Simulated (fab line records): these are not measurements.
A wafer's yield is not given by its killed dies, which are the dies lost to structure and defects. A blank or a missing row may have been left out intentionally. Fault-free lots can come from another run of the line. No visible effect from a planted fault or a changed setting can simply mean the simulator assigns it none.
Which tool did it? ; flow gf180mcu ; Sampling: 7 lots, 21 wafers, 2 of 602 route steps

== WHAT THE GAUGES READ, wafer by wafer ==
GF_V2_THK_MEAS_25: measures by xrf.
lot;measured;on;V2_W_THK (nm)
L414;day 21 00:36;filmMetro-03;348 353 357
L417;day 22 08:32;filmMetro-02;352 352 348
L419;day 22 20:13;filmMetro-02;356 354 351
L421;day 23 16:28;filmMetro-03;352 354 351
L424;day 24 14:38;filmMetro-04;349 354 350
L426;day 25 14:45;filmMetro-04;346 356 353
L428;day 26 01:49;filmMetro-02;356 356 353

== EACH LOT AND THE TOOL THAT RAN IT (in order: tool; ch and the chambers of the sampled wafers; start) ==
lot;GF_V2_CVD_23
L414;cvdW-01 ch 0,1, day 21 00:22
L417;cvdW-01 ch 0, day 22 08:11
L419;cvdW-01 ch 0,1, day 22 19:59
L421;cvdW-01 ch 0,1, day 23 16:14
L424;cvdW-01 ch 0,1, day 24 14:25
L426;cvdW-02 ch 0,1, day 25 14:31
L428;cvdW-01 ch 0,1, day 26 01:34
- GF_V2_CVD_23: deposits W, target thk 350 nm, time 104.94 s.

== THE ANSWER, worked out from the rows above alone ==
Rule: usual is defined by the lots themselves. The widest of any qualifying gaps counts: lots, ordered by their means at a reading, are off when they make up no more than a third of the lots, leave a main group of 4 or more, and stand apart from it by 3 or more times the standard deviation of that group's means. A main group is skipped when, at the precision printed for the reading in the tables above, its means are all equal. A lot without any number at a reading at which 4 lots or more have one is off too. Where the step has rows for the other lots, those lots are counted as sound.
No lot is off at any reading shown: from this, nothing can be told.

== WHAT THE SIMULATOR PUT IN ==
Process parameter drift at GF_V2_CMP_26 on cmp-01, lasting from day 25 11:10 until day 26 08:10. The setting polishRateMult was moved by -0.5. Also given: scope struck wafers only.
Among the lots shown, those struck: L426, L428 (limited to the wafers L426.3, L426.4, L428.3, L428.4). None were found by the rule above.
